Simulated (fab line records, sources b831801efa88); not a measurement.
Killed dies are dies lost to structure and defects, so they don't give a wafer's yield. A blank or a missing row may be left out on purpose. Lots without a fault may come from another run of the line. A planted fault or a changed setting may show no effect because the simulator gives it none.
Which tool did it? | flow sky130 | 24 lots, 72 wafers sampled, at 6 steps of a route of 708

WHAT THE GAUGES READ, wafer by wafer
SKY_CONTACT_CD_MEAS_14: target cd 170 nm. Usual: cd_nm 169.6 nm, standard deviation 1.4.
lot  | measured     | on        | cd_nm (nm)        | flag
L074 | day 30 18:41 | cd_sem-02 | 168.4 168.5 169.1 |
L075 | day 31 11:37 | cd_sem-02 | 166.7 168.0 166.7 |
L076 | day 32 01:28 | cd_sem-01 | 170.6 171.0 171.0 |
L077 | day 32 04:35 | cd_sem-02 | 170.4 170.8 170.0 |
L078 | day 32 12:38 | cd_sem-02 | 170.7 172.0 172.5 |
L079 | day 33 03:49 | cd_sem-01 | 171.9 171.9 172.8 |
L080 | day 33 19:52 | cd_sem-01 | 166.8 168.7 168.2 |
L081 | day 33 20:46 | cd_sem-01 | 169.0 170.8 169.1 |
L082 | day 33 23:35 | cd_sem-02 | 168.0 169.0 168.1 |
L083 | day 35 02:46 | cd_sem-02 | 170.0 170.0 172.1 |
L084 | day 35 08:14 | cd_sem-02 | 170.2 169.3 170.9 |
L085 | day 35 09:01 | cd_sem-01 | 169.0 170.0 168.9 |
L087 | day 35 17:47 | cd_sem-01 | 171.0 169.8 169.9 |
L086 | day 35 21:59 | cd_sem-02 | 171.2 169.2 169.1 |
L088 | day 35 23:44 | cd_sem-02 | 168.4 168.2 168.2 |
L089 | day 36 10:29 | cd_sem-01 | 168.0 168.5 168.0 |
L090 | day 36 18:28 | cd_sem-01 | 170.2 168.5 168.7 |
L091 | day 37 06:58 | cd_sem-02 | 169.9 170.5 170.3 |
L092 | day 37 14:38 | cd_sem-02 | 170.5 170.7 170.3 |
L093 | day 37 16:52 | cd_sem-01 | 169.2 169.8 168.6 |
L094 | day 37 22:31 | cd_sem-01 | 170.4 169.0 169.7 |
L095 | day 38 06:17 | cd_sem-02 | 169.2 169.9 169.2 |
L096 | day 38 13:34 | cd_sem-01 | 172.1 170.1 171.7 |
L097 | day 38 22:22 | cd_sem-01 | 169.3 168.3 168.1 |

SKY_VIA1_RS_MEAS_22: measures by four-point-probe. Usual: VIA1_W_RS 0.430 ohm/sq, standard deviation 0.0063.
lot  | measured     | on            | VIA1_W_RS (ohm/sq) | flag
L074 | day 33 06:40 | film_metro-03 | 0.425 0.427 0.425  |
L075 | day 33 23:25 | film_metro-01 | 0.425 0.434 0.435  |
L076 | day 34 13:25 | film_metro-01 | 0.426 0.424 0.420  |
L077 | day 34 15:22 | film_metro-03 | 0.436 0.427 0.430  |
L078 | day 34 22:53 | film_metro-04 | 0.422 0.422 0.429  |
L079 | day 35 15:01 | film_metro-04 | 0.424 0.426 0.430  |
L080 | day 36 07:19 | film_metro-01 | 0.442 0.430 0.439  |
L081 | day 36 08:37 | film_metro-04 | 0.431 0.426 0.421  |
L082 | day 36 11:52 | film_metro-04 | 0.421 0.424 0.428  |
L083 | day 37 15:20 | film_metro-01 | 0.443 0.433 0.435  |
L084 | day 37 20:23 | film_metro-01 | 0.439 0.434 0.427  |
L085 | day 37 20:58 | film_metro-01 | 0.426 0.432 0.437  |
L087 | day 38 05:22 | film_metro-03 | 0.434 0.433 0.440  |
L086 | day 38 10:00 | film_metro-04 | 0.429 0.422 0.430  |
L088 | day 38 10:18 | film_metro-01 | 0.434 0.434 0.433  |
L089 | day 38 20:44 | film_metro-04 | 0.433 0.432 0.434  |
L090 | day 39 03:22 | film_metro-04 | 0.435 0.441 0.439  |
L091 | day 39 15:18 | film_metro-01 | 0.433 0.427 0.435  |
L092 | day 39 21:31 | film_metro-04 | 0.423 0.445 0.447  |
L093 | day 39 23:05 | film_metro-04 | 0.431 0.431 0.419  |
L094 | day 40 04:16 | film_metro-01 | 0.434 0.420 0.418  |
L095 | day 40 11:29 | film_metro-04 | 0.423 0.428 0.424  |
L096 | day 40 19:06 | film_metro-03 | 0.418 0.438 0.416  |
L097 | day 41 03:31 | film_metro-04 | 0.425 0.425 0.429  |

SKY_VIA2_CD_MEAS_12: target cd 200 nm. Usual: cd_nm 199.8 nm, standard deviation 1.5.
lot  | measured     | on        | cd_nm (nm)        | flag
L074 | day 35 15:58 | cd_sem-02 | 198.7 199.4 200.6 |
L075 | day 36 08:52 | cd_sem-01 | 198.0 199.3 198.4 |
L076 | day 36 20:54 | cd_sem-02 | 200.6 199.9 200.2 |
L077 | day 37 02:05 | cd_sem-01 | 201.7 200.7 202.3 |
L078 | day 37 08:38 | cd_sem-02 | 200.4 200.9 201.0 |
L079 | day 38 00:14 | cd_sem-02 | 198.0 196.4 196.4 |
L080 | day 38 15:05 | cd_sem-01 | 203.2 202.9 202.6 |
L081 | day 38 16:35 | cd_sem-02 | 201.1 201.3 200.1 |
L082 | day 38 19:28 | cd_sem-01 | 199.3 198.8 199.7 |
L083 | day 39 18:52 | cd_sem-02 | 198.4 200.0 200.2 |
L084 | day 40 00:49 | cd_sem-01 | 199.7 199.6 200.3 |
L085 | day 40 01:46 | cd_sem-01 | 198.0 200.0 198.1 |
L087 | day 40 08:18 | cd_sem-01 | 199.1 201.4 199.9 |
L086 | day 40 13:14 | cd_sem-02 | 199.4 200.8 201.0 |
L088 | day 40 14:53 | cd_sem-02 | 200.5 199.4 199.8 |
L089 | day 40 23:28 | cd_sem-01 | 202.0 201.4 201.3 |
L090 | day 41 07:29 | cd_sem-01 | 200.1 200.5 199.1 |
L091 | day 41 17:46 | cd_sem-02 | 201.4 200.1 201.0 |
L092 | day 42 00:22 | cd_sem-01 | 199.8 199.8 201.8 |
L093 | day 42 01:43 | cd_sem-01 | 199.7 199.0 198.6 |
L094 | day 42 05:43 | cd_sem-01 | 198.2 199.3 200.0 |
L095 | day 42 12:49 | cd_sem-01 | 197.5 197.6 197.2 |
L096 | day 42 20:23 | cd_sem-02 | 199.6 197.4 198.9 |
L097 | day 43 05:32 | cd_sem-02 | 197.8 197.4 197.5 |

WHICH TOOL RAN EACH LOT (tool, then ch and the chambers of the sampled wafers, then the start)
lot  | SKY_METAL1_SPUTTER_00        | SKY_METAL2_SPUTTER_02        | SKY_METAL2_SPUTTER_03
L074 | pvd_sputter-04, day 30 20:13 | pvd_sputter-02, day 33 07:12 | pvd_sputter-02, day 33 07:13
L075 | pvd_sputter-02, day 31 13:35 | pvd_sputter-02, day 33 23:56 | pvd_sputter-02, day 33 23:58
L076 | pvd_sputter-01, day 32 03:29 | pvd_sputter-02, day 34 13:56 | pvd_sputter-02, day 34 13:58
L077 | pvd_sputter-04, day 32 06:07 | pvd_sputter-03, day 34 15:50 | pvd_sputter-03, day 34 15:52
L078 | pvd_sputter-04, day 32 14:11 | pvd_sputter-02, day 34 23:22 | pvd_sputter-02, day 34 23:24
L079 | pvd_sputter-01, day 33 05:21 | pvd_sputter-02, day 35 15:38 | pvd_sputter-02, day 35 15:39
L080 | pvd_sputter-04, day 33 21:23 | pvd_sputter-02, day 36 07:49 | pvd_sputter-02, day 36 07:50
L081 | pvd_sputter-02, day 33 22:19 | pvd_sputter-03, day 36 09:08 | pvd_sputter-03, day 36 09:10
L082 | pvd_sputter-04, day 34 01:09 | pvd_sputter-03, day 36 12:29 | pvd_sputter-03, day 36 12:31
L083 | pvd_sputter-01, day 35 04:19 | pvd_sputter-01, day 37 15:52 | pvd_sputter-01, day 37 15:53
L084 | pvd_sputter-01, day 35 09:46 | pvd_sputter-02, day 37 20:55 | pvd_sputter-02, day 37 20:56
L085 | pvd_sputter-04, day 35 10:34 | pvd_sputter-01, day 37 21:29 | pvd_sputter-01, day 37 21:31
L087 | pvd_sputter-02, day 35 19:37 | pvd_sputter-01, day 38 05:52 | pvd_sputter-01, day 38 05:54
L086 | pvd_sputter-02, day 36 00:14 | pvd_sputter-03, day 38 10:31 | pvd_sputter-03, day 38 10:32
L088 | pvd_sputter-01, day 36 01:24 | pvd_sputter-02, day 38 10:49 | pvd_sputter-02, day 38 10:50
L089 | pvd_sputter-01, day 36 12:08 | pvd_sputter-02, day 38 21:21 | pvd_sputter-02, day 38 21:22
L090 | pvd_sputter-04, day 36 20:01 | pvd_sputter-01, day 39 04:10 | pvd_sputter-01, day 39 04:11
L091 | pvd_sputter-01, day 37 08:33 | pvd_sputter-02, day 39 15:47 | pvd_sputter-02, day 39 15:49
L092 | pvd_sputter-04, day 37 16:11 | pvd_sputter-01, day 39 22:03 | pvd_sputter-01, day 39 22:04
L093 | pvd_sputter-04, day 37 18:25 | pvd_sputter-02, day 39 23:37 | pvd_sputter-02, day 39 23:38
L094 | pvd_sputter-02, day 38 00:05 | pvd_sputter-03, day 40 04:48 | pvd_sputter-03, day 40 04:49
L095 | pvd_sputter-02, day 38 07:52 | pvd_sputter-01, day 40 12:00 | pvd_sputter-01, day 40 12:01
L096 | pvd_sputter-02, day 38 15:07 | pvd_sputter-01, day 40 19:38 | pvd_sputter-01, day 40 19:40
L097 | pvd_sputter-04, day 38 23:55 | pvd_sputter-01, day 41 04:03 | pvd_sputter-01, day 41 04:04
- SKY_METAL1_SPUTTER_00: material Ti, target thk 15 nm, time 10 s.
- SKY_METAL2_SPUTTER_02: material AlCu, target thk 250 nm, time 13.3 s.
- SKY_METAL2_SPUTTER_03: material Ti, target thk 5 nm, time 3.3 s.

WHAT THE TOOLS THEMSELVES READ (means of the sampled wafers that have a number; where no wafer has one, the mark that the record gives instead)
SKY_METAL1_SPUTTER_00. Usual: throttle_valve_pct 30.0 %, standard deviation 1.
lot  | tool           | throttle_valve_pct (%) | flag
L074 | pvd_sputter-04 | 29.4                   |
L075 | pvd_sputter-02 | 30.4                   |
L076 | pvd_sputter-01 | 30.3                   |
L077 | pvd_sputter-04 | 29.6                   |
L078 | pvd_sputter-04 | 29.3                   |
L079 | pvd_sputter-01 | 30.4                   |
L080 | pvd_sputter-04 | 29.6                   |
L081 | pvd_sputter-02 | 30.6                   |
L082 | pvd_sputter-04 | 30.3                   |
L083 | pvd_sputter-01 | 30.0                   |
L084 | pvd_sputter-01 | 30.0                   |
L085 | pvd_sputter-04 | 30.2                   |
L087 | pvd_sputter-02 | 30.5                   |
L086 | pvd_sputter-02 | 29.8                   |
L088 | pvd_sputter-01 | 30.0                   |
L089 | pvd_sputter-01 | 29.8                   |
L090 | pvd_sputter-04 | 29.5                   |
L091 | pvd_sputter-01 | 30.7                   |
L092 | pvd_sputter-04 | 28.8                   |
L093 | pvd_sputter-04 | 30.1                   |
L094 | pvd_sputter-02 | 30.4                   |
L095 | pvd_sputter-02 | 30.2                   |
L096 | pvd_sputter-02 | 29.9                   |
L097 | pvd_sputter-04 | 30.1                   |

SKY_METAL2_SPUTTER_02. Usual: throttle_valve_pct 30.1 %, standard deviation 1.2.
lot  | tool           | throttle_valve_pct (%) | flag
L074 | pvd_sputter-02 | 30.7                   |
L075 | pvd_sputter-02 | 29.9                   |
L076 | pvd_sputter-02 | 30.3                   |
L077 | pvd_sputter-03 | 30.3                   |
L078 | pvd_sputter-02 | 30.0                   |
L079 | pvd_sputter-02 | 30.5                   |
L080 | pvd_sputter-02 | 29.6                   |
L081 | pvd_sputter-03 | 30.4                   |
L082 | pvd_sputter-03 | 30.5                   |
L083 | pvd_sputter-01 | 30.1                   |
L084 | pvd_sputter-02 | 30.0                   |
L085 | pvd_sputter-01 | 30.9                   |
L087 | pvd_sputter-01 | 29.3                   |
L086 | pvd_sputter-03 | 30.4                   |
L088 | pvd_sputter-02 | 29.9                   |
L089 | pvd_sputter-02 | 30.0                   |
L090 | pvd_sputter-01 | 30.6                   |
L091 | pvd_sputter-02 | 30.4                   |
L092 | pvd_sputter-01 | 30.5                   |
L093 | pvd_sputter-02 | 30.2                   |
L094 | pvd_sputter-03 | 30.5                   |
L095 | pvd_sputter-01 | 30.8                   |
L096 | pvd_sputter-01 | 30.2                   |
L097 | pvd_sputter-01 | 29.7                   |

SKY_METAL2_SPUTTER_03. Usual: throttle_valve_pct 30.1 %, standard deviation 1.2.
lot  | tool           | throttle_valve_pct (%) | flag
L074 | pvd_sputter-02 | 30.6                   |
L075 | pvd_sputter-02 | 29.8                   |
L076 | pvd_sputter-02 | 30.5                   |
L077 | pvd_sputter-03 | 30.1                   |
L078 | pvd_sputter-02 | 30.2                   |
L079 | pvd_sputter-02 | 30.7                   |
L080 | pvd_sputter-02 | 29.9                   |
L081 | pvd_sputter-03 | 30.3                   |
L082 | pvd_sputter-03 | 30.4                   |
L083 | pvd_sputter-01 | 29.8                   |
L084 | pvd_sputter-02 | 29.9                   |
L085 | pvd_sputter-01 | 30.8                   |
L087 | pvd_sputter-01 | 29.3                   |
L086 | pvd_sputter-03 | 30.5                   |
L088 | pvd_sputter-02 | 30.0                   |
L089 | pvd_sputter-02 | 30.0                   |
L090 | pvd_sputter-01 | 30.7                   |
L091 | pvd_sputter-02 | 30.3                   |
L092 | pvd_sputter-01 | 30.6                   |
L093 | pvd_sputter-02 | 30.2                   |
L094 | pvd_sputter-03 | 30.4                   |
L095 | pvd_sputter-01 | 30.8                   |
L096 | pvd_sputter-01 | 30.2                   |
L097 | pvd_sputter-01 | 29.5                   |

THE ANSWER, worked out from the rows above alone
Rule: a lot is off if the mean of its wafers that have a number lies more than 3 standard deviations from the usual mean. A lot without any number at a reading at which 4 lots or more have one is off too. The other lots that the step has rows for count as sound. The gauges are gone through in route order, then the tools' own readings, and for those a lot's mean is taken as printed above. The first step at which some lot is off is used, and at that step the reading that is off furthest; a lot without a number counts as furthest.
No lot is off at any reading shown: from this, nothing can be told.

WHAT THE SIMULATOR HAD PUT IN
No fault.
